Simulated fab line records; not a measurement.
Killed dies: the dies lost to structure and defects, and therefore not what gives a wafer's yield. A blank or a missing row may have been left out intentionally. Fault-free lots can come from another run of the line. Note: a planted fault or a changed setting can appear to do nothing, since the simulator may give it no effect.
A struck lot beside a sound one | flow sky130 | 15 out of 708 route steps
Sound: these wafers, L147.1, L147.3, L147.6. The struck wafers were L162.3, L162.4, L162.5. Last of all comes the cause.
Per side, at each step with rows, come the tool, then ch with its chambers, and then its first start. Under that, the readings that differ: sound wafers | struck wafers | difference of the means | sigmas: that difference in standard deviations of wafers without a fault.
alike: readings with means less than 2 such deviations apart, plus words and numbers identical on both sides. not compared: withheld readings, readings lacking a value on some wafer, bounds such as >300 that could conceal the same value, and numbers that have no deviation in the record and whose values overlap.
Wherever a step has rows on one side only, a row that says differs or no value, or a row with sigmas, the two part there. When numbers do not overlap yet have no deviation, they are printed without sigmas and do not part them. A reading that every wafer of one side lacks parts them only if that side has two wafers or more.

SKY_CAP2M_METAL_ETCH_13: etches TiN in Cl2/BCl3, stops on SiO2, target depth 220 nm, time 62.9 s.
  sound on rie metal-01 ch 0, day 43 07:01; struck on rie metal-04 ch 0,1, day 46 22:04
  reading                      | sound       | struck      | difference | sigmas
  he backside leak sccm (sccm) | 3.1 3.0 3.0 | 5.0 3.5 3.5 | +1.0       | +3
  alike: drypump motor current A, mfc cl2 sccm, oes product au, throttle valve pct
  not compared: rf hours counter h
SKY_CAP2M_STRIP_14: strips in O2/N2.
  sound on plasma asher-04 ch 0,1, day 43 07:05; struck on plasma asher-02 ch 0,1, day 46 22:08
  alike: drypump motor current A, n2 flow sccm, oes product au, strip time to endpoint s
  not compared: rf hours counter h
then, 10 steps without rows for these wafers: SKY_CAP2M_STRIP_15 (strips in post etch residue remover, time 1200 s); SKY_CAP2M_CLEAN_16 (cleans in IPA, time 180 s); SKY_CAP2M_CLEAN_17 (cleans in O3/DIW); SKY_METAL4_DEHYDRATE_05 (time 60 s); SKY_METAL4_HMDS_06 (prime time 60 s); SKY_METAL4_COAT_07 (resist thk 60 nm); SKY_METAL4_COAT_08 (resist thk 1140 nm); SKY_METAL4_SOFTBAKE_09 (time 90 s); SKY_METAL4_EXPOSE_10 (exposes mask MM4, target cd 300 nm); SKY_METAL4_PEB_11.
SKY_METAL4_DEVELOP_12: develop time 60 s.
  sound on litho track-03 ch 0, day 44 05:00; struck on litho track-03 ch 0, day 47 18:00
  reading              | sound             | struck            | difference | sigmas
  developer temp C (C) | 21.14 20.97 21.14 | 21.61 21.60 21.84 | +0.60      | +5
  alike: exhaust pa
SKY_METAL4_CD_MEAS_13 targets a cd of 300 nm.
  sound on cd sem-01 at day 44 06:06; struck on cd sem-02 at day 47 18:44
  alike: cd nm
-- the record jumps here: 3 days lie between the struck wafers' starts before and after (it left off in module METAL4 and takes up again in module PAD_OPEN, whose first step shown is number 708 of the route) --
SKY_PAD_OPEN_PROBE_99:
  sound on prober-01 at day 47 22:51; struck on prober-02 at day 50 21:56
  reading             | sound  | struck   | difference | sigmas
  killed at front end | 12 8 8 | 17 25 14 | +9         | +2
  alike: defect limited yield, killed_at_M0_to_M3, killed_at_M4_up, killed at contacts, killed at other, killed dies, killed on rim, killed open, killed short, sort_bin_3_pad_short, sort_bin_5_function, sort_bin_6_memory, sort n pass, sort yield pct

WHERE THEY PART
First at SKY_CAP2M_METAL_ETCH_13; last, within this record, at SKY_PAD_OPEN_PROBE_99.

WHY: what had been put in by the simulator
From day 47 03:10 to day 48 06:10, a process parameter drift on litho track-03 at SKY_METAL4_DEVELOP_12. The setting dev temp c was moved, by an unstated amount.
